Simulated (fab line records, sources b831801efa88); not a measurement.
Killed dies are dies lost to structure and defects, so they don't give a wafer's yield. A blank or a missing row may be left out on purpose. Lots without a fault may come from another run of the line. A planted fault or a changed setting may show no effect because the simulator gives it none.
Chamber matching | flow sky130 | SKY_POLY_GATE_ETCH_16 on rie_diel-03: 4 sister chambers
The step etches Si3N4 in CH3F/O2, stops on poly-Si, time 147.5 s, target depth 75 nm. 8 wafers are shown with their chamber, then 7 later ones without.

WAFERS WITH THEIR CHAMBER
wafer  | chamber | drypump_motor_current_A (A) | ch3f_flow_sccm (sccm)
L133.5 | 2       | 5.0                         | 39.78
L132.4 | 2       | 5.0                         | 39.96
L139.3 | 1       | 5.9                         | 40.06
L141.1 | 3       | 6.3                         | 39.90
L141.2 | 1       | 5.9                         | 40.05
L141.4 | 0       | 5.6                         | 39.89
L144.1 | 3       | 6.2                         | 39.97
L144.4 | 0       | 5.6                         | 39.92

WAFERS WITHOUT THEIR CHAMBER
wafer  | drypump_motor_current_A (A) | ch3f_flow_sccm (sccm)
L144.5 | 5.0                         | 40.03
L145.2 | 5.0                         | 39.98
L145.3 | 5.6                         | 39.87
L145.6 | 5.0                         | 40.00
L147.1 | 6.3                         | 39.98
L147.4 | 5.0                         | 40.00
L147.6 | 6.3                         | 39.91

WHICH CHAMBER EACH WENT THROUGH
wafer  | from the rows above | in truth
L144.5 | 2                   | 2
L145.2 | 2                   | 2
L145.3 | 0                   | 0
L145.6 | 2                   | 2
L147.1 | 3                   | 3
L147.4 | 2                   | 2
L147.6 | 3                   | 3
Placed correctly: 7 of 7. Can't be placed from these rows: 0. Placed wrongly: 0.
How it was worked out, from the rows above alone: a wafer's distance from a chamber is the root of the sum, over the readings, of the square of ((its reading less the chamber's mean) divided by the reading's scatter). The wafer belongs to the nearest chamber; if the next one is less than 2 further off, it can't be placed. A chamber's mean is the mean of its shown wafers. The scatter: the root of (the sum of the squares of (reading less its chamber's mean) over the shown wafers, divided by (wafers less chambers)).
